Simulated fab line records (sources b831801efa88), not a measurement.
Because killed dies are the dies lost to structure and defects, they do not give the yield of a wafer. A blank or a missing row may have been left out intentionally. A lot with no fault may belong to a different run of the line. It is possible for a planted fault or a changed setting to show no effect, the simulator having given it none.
A lot that was struck, set against a sound lot	flow sky130	14 out of 708 route steps
Sound: the wafers L388.1, L388.4, L388.5. Struck: wafers L400.2, L400.4, L400.5. The cause is given at the end.
Per side, at each step with rows, come the tool, then ch with its chambers, and then its first start. Under that, the readings that differ: sound wafers	struck wafers	difference of the means	sigmas: that difference in standard deviations of wafers without a fault.
alike: words and numbers the same on both sides, and readings whose means are apart by under 2 such deviations; not compared: readings that were withheld, readings missing a value for some wafer, numbers with overlapping values and no deviation given by the record, and bounds like >300 which may hide the same value.
Wherever a step has rows on one side only, a row that says differs or no value, or a row with sigmas, the two part there. Non-overlapping numbers with no deviation appear without sigmas and do not part them. A reading missing from all wafers of one side parts the sides only when that side holds two or more wafers.

first, 1 step without rows for these wafers: SKY_CONTACT_ETCH_16 (etches BARC in N2/H2, stops on SiO2, time 45.9 s, target depth 60 nm).
SKY_CONTACT_ETCH_17: etches SiO2 in C4F8/O2/Ar, stops on Si3N4, target depth 340 nm.
  sound on rie-diel-02 ch 1,3, day 33 10:29; struck on rie-diel-01 ch 1,2, day 37 10:12
  alike: oes-product-au
SKY_CONTACT_ETCH_18: etches Si3N4 in CHF3/O2, stops on TiN, time 39 s, target depth 75 nm.
  sound: rie-diel-02 ch 1,3; struck: rie-diel-01 ch 1,2
  alike: drypump-motor-current-A, oes-product-au, throttle-valve-pct
  not compared: rf-hours-counter-h
then, 4 steps without rows for these wafers: SKY_CONTACT_STRIP_19 (strips in O2/N2); SKY_CONTACT_STRIP_20 (strips in post etch residue remover, time 1200 s); SKY_CONTACT_CLEAN_21 (cleans in IPA, time 180 s); SKY_CONTACT_CLEAN_22 (cleans in O3/DIW).
SKY_CONTACT_SPUTTER_23: material TiN, target thk 20 nm, time 80 s.
  sound on pvd-sputter-02, day 33 11:10; struck on pvd-sputter-03, day 37 11:19
  alike: cathode-dc-power-W, chamber-pressure-pa, throttle-valve-pct
SKY_CONTACT_CVD_24: deposits W, target thk 340 nm, time 102.12 s.
  sound on cvd-w-01 ch 0,1, day 33 11:14; struck on cvd-w-02 ch 1, day 37 11:23
  alike: heater-power-w
SKY_CONTACT_RS_MEAS_25: measures by four-point-probe.
  sound on film-metro-04, day 33 11:20; struck on film-metro-02, day 37 11:31
  alike: CONTACT_W_RS
SKY_CONTACT_THK_MEAS_26: measures by xrf.
  sound on film-metro-04, day 33 11:28; struck on film-metro-02, day 37 11:37
  alike: CONTACT_W_THK
SKY_CONTACT_CMP_27: polishes, stops on SiO2, t overpolish 15 s, target thk 0 nm.
  sound on cmp-02 ch 0,2,3, day 33 11:37; struck on cmp-01 ch 2,3, day 37 11:40
  alike: motor-current-A, overpolish-run-s, retaining-ring-pressure-frac, time-to-endpoint-s
SKY_METAL1_SPUTTER_00: material Ti, target thk 15 nm, time 10 s.
  sound on pvd-sputter-03, day 33 11:49; struck on pvd-sputter-02, day 37 11:58
  no value came back on the struck wafers for cathode-dc-power-W (W), chamber-pressure-pa (Pa), throttle-valve-pct (%); on the sound wafers cathode-dc-power-W (W) reads 3000.1 3000.4 3000.3
then, 1 step without rows for these wafers: SKY_METAL1_SPUTTER_01 (material TiN, target thk 20 nm, time 16.7 s).

WHERE THEY PART
Only at SKY_METAL1_SPUTTER_00, as far as this record shows.

WHY: whatever the simulator had introduced
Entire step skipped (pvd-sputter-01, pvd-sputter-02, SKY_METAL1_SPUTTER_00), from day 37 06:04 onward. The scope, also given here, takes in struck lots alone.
